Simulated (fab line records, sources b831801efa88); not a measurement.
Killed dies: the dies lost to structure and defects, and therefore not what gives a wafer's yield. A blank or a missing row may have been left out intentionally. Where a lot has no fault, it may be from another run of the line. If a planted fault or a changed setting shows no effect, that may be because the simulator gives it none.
Code-filled problem report in 8D (eight disciplines) form    flow sky130    the parts of the form that need people (team, actions taken, sign-off) are left out

== 1. PROBLEM STATEMENT ==
POLY_GATE_CVD_00_THK at SKY_POLY_GATE_THK_MEAS_01 reads a mean of 145.2 nm on 6 wafers of 2 lots; wafers without a fault read 179.3 nm with a standard deviation of 1.4. That is -24 standard deviations from the usual mean.
Earliest sighting: wafer L486.3 on film_metro-03 at day 18 02:01. The record has a number at this step for 30 wafers belonging to 10 lots. By rule, "out" or "out of limits" means more than 4 standard deviations away from the usual mean. All remaining wafers that have a number are taken as sound.

== 2. WHAT IT IS, WHAT IT ISN'T ==
question                     is                            is not
which readings at this step  POLY_GATE_CVD_00_THK          -
which lots                   L486, L487                    L474, L476, L483, L484, L485, L494, L496, L497
which wafers of those lots   all that have a number        -
read on which gauges         film_metro-02, film_metro-03  film_metro-04
when                         from day 18 02:01             up to then (15 sound wafers); but 9 sound wafers of L494, L496, L497 came after

== 3. SUSPECTS, AND WHAT RULES EACH OUT ==
Counting: a tool at a process step up to the reading stays a suspect if it ran every lot that is out and no sound lot after the first of them.
- the gauge at SKY_POLY_GATE_THK_MEAS_01 has been ruled out. 2 gauges (film_metro-02, film_metro-03) read the wafers that are out.
- lpcvd-01 at SKY_POLY_GATE_CVD_00 (deposits poly-Si, target thk 180 nm, time 720 s): ruled out as a lasting fault. The sound lots L494, L496, L497 went through it after L486, its earliest lot that is out (day 18 00:47).
Left after counting: nothing in the record.

== 4. THE CAUSE (what the simulator had put in) ==
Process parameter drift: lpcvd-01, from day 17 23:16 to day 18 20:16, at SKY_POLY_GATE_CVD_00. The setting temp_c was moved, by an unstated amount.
It was ruled out by counting, in error; the rule expects a fault to strike all lots run on its tool from its start on, and this fault did not.

== 5. SEQUENCE OF EFFECTS, ordered by route ==
One row per reading whose mean, taken over the struck wafers that have a number, lies over 3 standard deviations from the usual. Only readings whose record carries a usual standard deviation are examined. hours: median over the lots of the time between each lot's start at the first step of this table that gives one and its start at this step. sigmas: the change, counted in usual standard deviations.
hours  step                       reading               usual       on struck wafers  change  sigmas
0      SKY_POLY_GATE_CVD_00       spike_tc_centre_C     619.9 C     610.4             -9.5    -5.6
0      SKY_POLY_GATE_CVD_00       spike_tc_lower_C      620.0 C     611.2             -8.8    -8.0
0      SKY_POLY_GATE_CVD_00       spike_tc_top_C        641.0 C     631.6             -9.4    -5.9
0      SKY_POLY_GATE_CVD_00       spike_tc_upper_C      619.5 C     610.4             -9.1    -6.5
1      SKY_POLY_GATE_THK_MEAS_01  POLY_GATE_CVD_00_THK  179.3 nm    145.2             -34.2   -24
64     SKY_POLY_GATE_ETCH_17      oes_product_au        0.986 a.u.  0.854             -0.132  -16
The process steps in it:
- SKY_POLY_GATE_CVD_00: deposits poly-Si, target thk 180 nm, time 720 s.
- SKY_POLY_GATE_ETCH_17: etches poly-Si in HBr/Cl2, stops on SiO2, target depth 180 nm, time 70.5 s.
At these later measuring or inspecting steps, every struck wafer for which the step has a row has a number for every such reading, and none has moved that far: SKY_POLY_GATE_CD_MEAS_22.

== 6. WHAT WOULD HAVE CAUGHT IT SOONER ==
3 hours passed between the start of the fault at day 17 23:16 and the first reading out of limits at a measuring or inspecting step in this record, taken at day 18 02:01.
Tool's own readings at SKY_POLY_GATE_CVD_00, spike_tc_centre_C, spike_tc_lower_C, spike_tc_top_C, spike_tc_upper_C: out on all struck wafers the step has rows for; an alarm limit on them would have tripped on the first.
